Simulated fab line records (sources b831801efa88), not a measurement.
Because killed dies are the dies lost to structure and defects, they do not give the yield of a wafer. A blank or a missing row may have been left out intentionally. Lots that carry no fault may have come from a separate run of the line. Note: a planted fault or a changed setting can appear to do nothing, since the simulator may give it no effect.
Which tool did it? -- flow gf180mcu -- 13 lots, 39 wafers sampled, at 6 steps of a route of 602

== WHAT THE GAUGES READ, wafer by wafer ==
GF_DNWELL_TW_MEAS_09. Usual: for DNWELL_TW the level is 1347 and the standard deviation is 16.
lot,measured,on,DNWELL_TW,flag
L465,day 3 05:19,film metro-03,1336 1336 1337,
L467,day 3 16:29,film metro-02,1384 1372 1379,
L468,day 3 21:22,film metro-02,1369 1362 1369,
L469,day 4 01:37,film metro-04,1345 1351 1343,
L471,day 4 14:12,film metro-04,1344 1343 1348,
L472,day 4 19:01,film metro-04,1344 1336 1343,
L474,day 5 04:51,film metro-02,1373 1374 1380,
L477,day 5 20:07,film metro-03,1331 1333 1333,
L478,day 6 01:37,film metro-03,1334 1337 1339,
L479,day 6 07:13,film metro-04,1343 1348 1347,
L480,day 6 13:37,film metro-02,1354 1365 1363,
L483,day 7 04:09,film metro-04,1346 1348 1349,
L484,day 7 09:52,film metro-03,1329 1335 1336,

GF_VT_IMPLANT_RS_MEAS_48: a four-point-probe measurement. Usual: for LVPWELL_RS the level is 1197 ohm/sq and the standard deviation is 3.3.
lot,measured,on,LVPWELL_RS (ohm/sq),flag
L465,day 8 03:30,film metro-01,1200 1194 1194,
L467,day 8 16:50,film metro-04,1199 1196 1196,
L468,day 8 21:52,film metro-03,1193 1197 1190,
L469,day 9 03:41,film metro-03,1196 1196 1198,
L471,day 9 20:02,film metro-04,1153 1154 1155 1154 1155 1156,OFF
L472,day 10 00:53,film metro-01,1158 1158 1161 1157 1160 1160,OFF
L474,day 10 13:17,film metro-03,1198 1195 1195,
L477,day 11 11:08,film metro-03,1205 1202 1200,
L478,day 11 16:56,film metro-03,1200 1198 1197,
L479,day 12 01:44,film metro-04,1194 1193 1193,
L480,day 12 09:55,film metro-04,1194 1198 1201,
L483,day 13 02:08,film metro-04,1201 1206 1200,
L484,day 13 09:18,film metro-03,1196 1195 1200,

GF_VT_IMPLANT_RS_MEAS_49: a four-point-probe measurement. Usual: for MVPSD_RS the level is 1168.2 ohm/sq and the standard deviation is 2.9.
lot,measured,on,MVPSD_RS (ohm/sq),flag
L465,day 8 03:37,film metro-01,1163.9 1166.7 1166.0,
L467,day 8 16:58,film metro-04,1168.4 1163.8 1166.2,
L468,day 8 21:59,film metro-03,1166.0 1166.2 1169.9,
L469,day 9 03:49,film metro-03,1164.1 1166.7 1168.0,
L471,day 9 23:37,film metro-04,1170.0 1168.2 1169.0,
L472,day 10 03:41,film metro-01,1171.9 1165.4 1166.3,
L474,day 10 13:25,film metro-03,1168.1 1170.3 1173.3,
L477,day 11 11:16,film metro-03,1163.7 1163.5 1167.0,
L478,day 11 17:04,film metro-03,1168.4 1170.5 1172.8,
L479,day 12 01:52,film metro-04,1164.3 1162.0 1166.2,
L480,day 12 10:02,film metro-04,1169.2 1174.7 1174.6,
L483,day 13 02:16,film metro-04,1168.0 1164.7 1166.8,
L484,day 13 09:25,film metro-03,1166.8 1169.9 1169.7,

GF_POLY_GATE_OVL_MEAS_11. Usual: for POLY_GATE_OVL the level is 3 nm and the standard deviation is 5.1.
lot,measured,on,POLY_GATE_OVL (nm),flag
L465,day 9 18:17,overlay-02,7 4 3,
L467,day 10 09:32,overlay-02,1 -1 1,
L468,day 10 17:14,overlay-02,4 8 4,
L469,day 10 20:32,overlay-01,8 5 3,
L471,day 11 14:25,overlay-01,7 9 7,
L472,day 11 18:55,overlay-02,5 2 6,
L474,day 12 08:17,overlay-01,-5 4 5,
L477,day 13 07:01,overlay-02,6 5 15,
L478,day 13 14:01,overlay-02,1 7 2,
L479,day 13 23:53,overlay-02,3 0 1,
L480,day 14 08:35,overlay-01,6 4 6,
L483,day 15 02:14,overlay-02,-3 -2 -2,
L484,day 15 10:01,overlay-02,1 -1 -1,

GF_HV_LDD_CD_MEAS_46: target cd 400 nm. Usual: 399.5 nm for cd nm, sd 1.9.
lot,measured,on,cd nm (nm),flag
L465,day 13 00:58,cd sem-02,398.2 398.6 399.7,
L467,day 13 18:54,cd sem-02,398.8 400.3 397.3,
L468,day 14 02:50,cd sem-01,395.4 398.3 397.2,
L469,day 14 06:31,cd sem-02,400.0 399.8 400.9,
L471,day 15 01:46,cd sem-02,397.6 398.5 397.7,
L472,day 15 07:10,cd sem-01,403.4 404.4 402.2,
L474,day 15 23:01,cd sem-01,398.6 398.6 397.3,
L477,day 16 23:54,cd sem-02,399.0 397.0 398.4,
L478,day 17 08:55,cd sem-02,397.5 397.3 399.2,
L479,day 17 20:57,cd sem-01,399.8 399.5 398.4,
L480,day 18 06:07,cd sem-02,400.8 400.1 399.2,
L483,day 19 00:13,cd sem-02,403.0 401.4 402.4,
L484,day 19 10:25,cd sem-01,400.2 401.2 401.7,

== EACH LOT AND THE TOOL THAT RAN IT (in order: tool; ch and the chambers of the sampled wafers; start) ==
lot,GF_LVPWELL_IMPLANT_09
L465,"implanter-02 ch 0, day 4 07:50"
L467,"implanter-01 ch 0, day 4 20:29"
L468,"implanter-04 ch 0, day 5 01:16"
L469,"implanter-04 ch 0, day 5 05:51"
L471,"implanter-04 ch 0, day 5 19:03"
L472,"implanter-04 ch 0, day 5 23:26"
L474,"implanter-01 ch 0, day 6 10:38"
L477,"implanter-02 ch 0, day 7 03:08"
L478,"implanter-01 ch 0, day 7 07:48"
L479,"implanter-02 ch 0, day 7 14:00"
L480,"implanter-01 ch 0, day 7 21:25"
L483,"implanter-02 ch 0, day 8 11:53"
L484,"implanter-02 ch 0, day 8 17:17"
- GF_LVPWELL_IMPLANT_09

== WHAT THE TOOLS THEMSELVES READ (means of the sampled wafers that have a number; where no wafer has one, the mark that the record gives instead) ==
GF_LVPWELL_IMPLANT_09. Usual: beam on s 10.02 s, standard deviation 0.2; dose ions cm2 5e+12, standard deviation 4.8e+09; faraday current uA 28.2, standard deviation 0.57.
lot,tool,beam on s (s),dose ions cm2,faraday current uA,flag
L465,implanter-02,9.81,5e+12,28.7,
L467,implanter-01,9.90,5e+12,28.4,
L468,implanter-04,9.85,5e+12,28.6,
L469,implanter-04,10.07,5e+12,28.0,
L471,implanter-04,10.13,6e+12,33.2,OFF
L472,implanter-04,10.09,6e+12,33.4,OFF
L474,implanter-01,10.09,5e+12,28.0,
L477,implanter-02,9.85,5e+12,28.6,
L478,implanter-01,9.96,5e+12,28.3,
L479,implanter-02,10.15,5e+12,27.8,
L480,implanter-01,10.12,5e+12,27.9,
L483,implanter-02,10.04,5e+12,28.2,
L484,implanter-02,9.91,5e+12,28.4,

== THE ANSWER, worked out from the rows above alone ==
Rule: a lot is off if the mean of its wafers that have a number lies more than 3 standard deviations from the usual mean. A lot without any number at a reading at which 4 lots or more have one is off too. All remaining lots with rows at the step are treated as sound. Order of review: gauges by route order, followed by the tools' own readings, for which a lot's mean as printed above is used. The first step at which some lot is off is used, and at that step the reading that is off furthest; a lot without a number counts as furthest.
Off: L471, L472, at GF_VT_IMPLANT_RS_MEAS_48 (LVPWELL_RS).
A tool fits if, at a process step before that reading, it ran every lot that is off, and no sound lot after the first of them. The gauges at GF_VT_IMPLANT_RS_MEAS_48 aren't tried: what is off there is off at GF_LVPWELL_IMPLANT_09 too, on other tools, and a gauge's error can't cause that. One fits: implanter-04 at GF_LVPWELL_IMPLANT_09. A fault onset in the window from L469 (day 5 05:51, its last sound lot) to L471 (day 5 19:03, its first lot off) fits.
The tool's own readings at GF_LVPWELL_IMPLANT_09 bear it out: on the lots that are off they differ by more than 5 times the standard deviation of the sound lots' means. dose ions cm2 reads 6e+12 there against 5e+12 on the sound lots; faraday current uA reads 33.3 there against 28.3 on the sound lots.

== WHAT THE SIMULATOR HAD PUT IN ==
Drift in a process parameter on implanter-04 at GF_LVPWELL_IMPLANT_09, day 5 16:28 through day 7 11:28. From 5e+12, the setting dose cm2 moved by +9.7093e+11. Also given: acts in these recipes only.
Struck lots among those shown: L471, L472. The rule above found the same.
